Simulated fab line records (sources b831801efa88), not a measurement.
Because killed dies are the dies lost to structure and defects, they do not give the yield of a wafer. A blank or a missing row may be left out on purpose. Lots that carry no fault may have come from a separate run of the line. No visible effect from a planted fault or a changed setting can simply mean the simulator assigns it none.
Code-filled problem report in 8D (eight disciplines) form -- flow sky130 -- the parts of the form that need people (team, actions taken, sign-off) are left out

1. THE PROBLEM
Wafers free of any fault read 1350 (standard deviation 25) for VT_ADJUST_HVTP_TW at SKY_VT_ADJUST_HVTP_TW_MEAS_11, against a mean of 1170 on 6 wafers of 2 lots. That is -7.2 standard deviations from the usual mean.
First seen on wafer L781.1, day 9 11:20, on film_metro-01. The record has a number at this step for 36 wafers belonging to 12 lots. Rule for "out", or "out of limits": more than 4 standard deviations from the usual mean. Any other wafer with a number is counted as sound.

2. WHAT THIS IS AND IS NOT
question,is,is not
which readings at this step,VT_ADJUST_HVTP_TW,-
which lots,"L781, L783","L769, L770, L772, L773, L774, L775, L776, L778, L790, L791"
which wafers of those lots,all that have a number,-
read on which gauges,film_metro-01,"film_metro-02, film_metro-04"
when,from day 9 11:20,"up to then (24 sound wafers); but 6 sound wafers of L790, L791 came after"

3. SUSPECTS, AND WHAT RULES EACH OUT
Counting: any tool at a process step up to the reading is kept as a suspect provided that every lot that is out went through it and no sound lot did after the first of them.
- ruled out: the gauge at SKY_VT_ADJUST_HVTP_TW_MEAS_11. All the wafers that are out were read on film_metro-01, but those of them that SKY_VT_ADJUST_HVTP_IMPLANT_09 has rows for are out there too, on other tools.
- implanter-01 at SKY_VT_ADJUST_HVTP_IMPLANT_09: kept. It ran every lot that is out, first L781 (day 9 11:05), and no sound lot after that; its last sound lot up to then is L778 (day 8 15:59). Its own dose_ions_cm2, faraday_current_uA readings are out on those wafers.
Left after counting: implanter-01 at SKY_VT_ADJUST_HVTP_IMPLANT_09.

4. THE CAUSE (what the simulator had put in)
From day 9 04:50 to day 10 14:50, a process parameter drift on implanter-01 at SKY_VT_ADJUST_HVTP_IMPLANT_09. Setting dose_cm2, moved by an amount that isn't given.
After counting, this tool was the only one left.

5. THE EFFECT CHAIN, in route order
Each row: a reading whose mean over the struck wafers that have a number lies more than 3 standard deviations from the usual. Only readings whose record carries a usual standard deviation are examined. hours: median over the lots of the time between each lot's start at the first step of this table that gives one and its start at this step. sigmas: the change, counted in usual standard deviations.
hours,step,reading,usual,on struck wafers,change,sigmas
0,SKY_VT_ADJUST_HVTP_IMPLANT_09,dose_ions_cm2,4.3e+12,2.5e+12,-1.8e+12,-99 or more
0,SKY_VT_ADJUST_HVTP_IMPLANT_09,faraday_current_uA,24.2,14.3,-9.9,-20
0,SKY_VT_ADJUST_HVTP_TW_MEAS_11,VT_ADJUST_HVTP_TW,1350,1170,-180,-7.2
Its process steps:
- SKY_VT_ADJUST_HVTP_IMPLANT_09

6. HOW IT WOULD HAVE BEEN CAUGHT EARLIER
The first out-of-limits reading at a measuring or inspecting step in this record came at day 9 11:20, 6 hours after the fault's start at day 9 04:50.
Tool's own readings at SKY_VT_ADJUST_HVTP_IMPLANT_09, dose_ions_cm2, faraday_current_uA: out on all struck wafers the step has rows for; an alarm limit on them would have tripped on the first.
Of the lots that are out (2), L783 began SKY_VT_ADJUST_HVTP_IMPLANT_09 on implanter-01 after day 9 11:20. It would have been spared by a hold on the tool at that moment.
